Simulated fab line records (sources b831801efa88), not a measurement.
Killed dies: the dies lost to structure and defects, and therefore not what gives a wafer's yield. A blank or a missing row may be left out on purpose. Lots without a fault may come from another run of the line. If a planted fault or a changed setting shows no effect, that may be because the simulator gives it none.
Which tool is to blame? || flow gf180mcu || 12 lots (36 wafers sampled), 1 step of a 602-step route

== WHAT EACH GAUGE READ, for each wafer ==
GF_V1_BOW_MEAS_05.
{"lot": "L075", "measured": "day 17 11:13", "on": "film_metro-01", "V1_BOW (um)": "94 82 81"}
{"lot": "L077", "measured": "day 18 11:42", "on": "film_metro-01", "V1_BOW (um)": "76 83 97"}
{"lot": "L079", "measured": "day 19 01:43", "on": "film_metro-01", "V1_BOW (um)": "90 91 92"}
{"lot": "L081", "measured": "day 19 20:31", "on": "film_metro-01", "V1_BOW (um)": "72 76 86"}
{"lot": "L083", "measured": "day 20 11:50", "on": "film_metro-01", "V1_BOW (um)": "80 92 74"}
{"lot": "L085", "measured": "day 21 09:38", "on": "film_metro-04", "V1_BOW (um)": "90 86 79"}
{"lot": "L087", "measured": "day 22 03:18", "on": "film_metro-01", "V1_BOW (um)": "79 84 88"}
{"lot": "L089", "measured": "day 23 01:38", "on": "film_metro-01", "V1_BOW (um)": "81 90 89"}
{"lot": "L091", "measured": "day 23 12:08", "on": "film_metro-02", "V1_BOW (um)": "85 90 78"}
{"lot": "L093", "measured": "day 24 00:07", "on": "film_metro-01", "V1_BOW (um)": "70 83 78"}
{"lot": "L095", "measured": "day 24 18:05", "on": "film_metro-04", "V1_BOW (um)": "77 77 83"}
{"lot": "L097", "measured": "day 25 05:47", "on": "film_metro-04", "V1_BOW (um)": "94 90 70"}

== TOOL THAT RAN EACH LOT (tool first, then ch and the chambers of the sampled wafers, then the start) ==
No process step before these readings appears in the record.

== THE ANSWER, worked out from the rows above alone ==
Rule: usual is defined by the lots themselves. Put in order of their means at a reading, lots are off if they are a third of the lots or fewer, leave a main group of 4 or more, and stand apart from it by a gap of 3 or more times the standard deviation of the main group's means; of several such gaps the widest counts. A main group is skipped when, at the precision printed for the reading in the tables above, its means are all equal. A lot without any number at a reading at which 4 lots or more have one is off too. Where the step has rows for the other lots, those lots are counted as sound.
Nothing can be told from this: no lot is off at any reading shown.

== WHAT THE SIMULATOR HAD PUT IN ==
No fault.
